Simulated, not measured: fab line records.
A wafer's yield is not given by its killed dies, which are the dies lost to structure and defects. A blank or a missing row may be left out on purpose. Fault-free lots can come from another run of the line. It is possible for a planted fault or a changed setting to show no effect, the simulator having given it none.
Matching of chambers || flow sky130 || 4 sister chambers for SKY_LI_CONTACT_ETCH_15 on rie-diel-03
The step etches PSG in C4F8/O2/Ar, stops on Si, target depth 600 nm. 8 wafers are shown with their chamber, then 12 later ones without.

WAFERS PAIRED WITH THEIR CHAMBERS
{"wafer": "L081.1", "chamber": 0, "chamber-pressure-mTorr (mTorr)": 40.04, "oes-product-au (a.u.)": 0.835}
{"wafer": "L081.4", "chamber": 3, "chamber-pressure-mTorr (mTorr)": 39.98, "oes-product-au (a.u.)": 0.845}
{"wafer": "L082.2", "chamber": 2, "chamber-pressure-mTorr (mTorr)": 40.02, "oes-product-au (a.u.)": 0.828}
{"wafer": "L082.3", "chamber": 1, "chamber-pressure-mTorr (mTorr)": 40.00, "oes-product-au (a.u.)": 0.830}
{"wafer": "L082.5", "chamber": 2, "chamber-pressure-mTorr (mTorr)": 39.96, "oes-product-au (a.u.)": 0.837}
{"wafer": "L083.1", "chamber": 0, "chamber-pressure-mTorr (mTorr)": 39.98, "oes-product-au (a.u.)": 0.839}
{"wafer": "L083.2", "chamber": 3, "chamber-pressure-mTorr (mTorr)": 40.03, "oes-product-au (a.u.)": 0.830}
{"wafer": "L083.4", "chamber": 1, "chamber-pressure-mTorr (mTorr)": 39.99, "oes-product-au (a.u.)": 0.832}

WAFERS WITHOUT THEIR CHAMBER
{"wafer": "L084.3", "chamber-pressure-mTorr (mTorr)": 39.98, "oes-product-au (a.u.)": 0.832}
{"wafer": "L084.5", "chamber-pressure-mTorr (mTorr)": 40.00, "oes-product-au (a.u.)": 0.846}
{"wafer": "L084.6", "chamber-pressure-mTorr (mTorr)": 40.03, "oes-product-au (a.u.)": 0.842}
{"wafer": "L086.3", "chamber-pressure-mTorr (mTorr)": 39.92, "oes-product-au (a.u.)": 0.845}
{"wafer": "L086.5", "chamber-pressure-mTorr (mTorr)": 40.03, "oes-product-au (a.u.)": 0.841}
{"wafer": "L086.6", "chamber-pressure-mTorr (mTorr)": 39.98, "oes-product-au (a.u.)": 0.846}
{"wafer": "L088.2", "chamber-pressure-mTorr (mTorr)": 40.03, "oes-product-au (a.u.)": 0.833}
{"wafer": "L088.3", "chamber-pressure-mTorr (mTorr)": 40.05, "oes-product-au (a.u.)": 0.842}
{"wafer": "L088.6", "chamber-pressure-mTorr (mTorr)": 40.10, "oes-product-au (a.u.)": 0.837}
{"wafer": "L097.2", "chamber-pressure-mTorr (mTorr)": 39.97, "oes-product-au (a.u.)": 0.833}
{"wafer": "L097.3", "chamber-pressure-mTorr (mTorr)": 39.96, "oes-product-au (a.u.)": 0.831}
{"wafer": "L097.6", "chamber-pressure-mTorr (mTorr)": 40.00, "oes-product-au (a.u.)": 0.840}

THE CHAMBER EACH PASSED THROUGH
{"wafer": "L084.3", "from the rows above": "can't be placed: 2 or 1 or 3 or 0", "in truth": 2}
{"wafer": "L084.5", "from the rows above": "can't be placed: 3 or 0 or 2 or 1", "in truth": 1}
{"wafer": "L084.6", "from the rows above": "can't be placed: 0 or 3 or 2 or 1", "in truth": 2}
{"wafer": "L086.3", "from the rows above": "can't be placed: 3 or 2 or 0 or 1", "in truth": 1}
{"wafer": "L086.5", "from the rows above": "can't be placed: 0 or 3 or 2 or 1", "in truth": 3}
{"wafer": "L086.6", "from the rows above": "can't be placed: 3 or 0 or 2 or 1", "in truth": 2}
{"wafer": "L088.2", "from the rows above": "can't be placed: 0 or 3 or 1 or 2", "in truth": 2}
{"wafer": "L088.3", "from the rows above": "can't be placed: 0 or 3 or 2 or 1", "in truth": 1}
{"wafer": "L088.6", "from the rows above": "can't be placed: 0 or 3 or 1 or 2", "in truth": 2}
{"wafer": "L097.2", "from the rows above": "can't be placed: 2 or 1 or 3 or 0", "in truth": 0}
{"wafer": "L097.3", "from the rows above": "can't be placed: 2 or 1 or 3 or 0", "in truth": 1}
{"wafer": "L097.6", "from the rows above": "can't be placed: 3 or 0 or 2 or 1", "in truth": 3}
Correct placement for 0 of the 12. Cannot be placed on the basis of these rows: 12; the candidates contain the true chamber in 12. 0 placed wrongly.
How it was worked out, from the rows above alone: a wafer's distance from a chamber is the root of the sum, over the readings, of the square of ((its reading less the chamber's mean) divided by the reading's scatter). If the next closest chamber is less than 2 further off than the closest, the wafer can't be placed; otherwise it belongs to the closest. For every chamber, the mean is computed from those of its wafers that are shown. The scatter: the root of (the sum of the squares of (reading less its chamber's mean) over the shown wafers, divided by (wafers less chambers)).
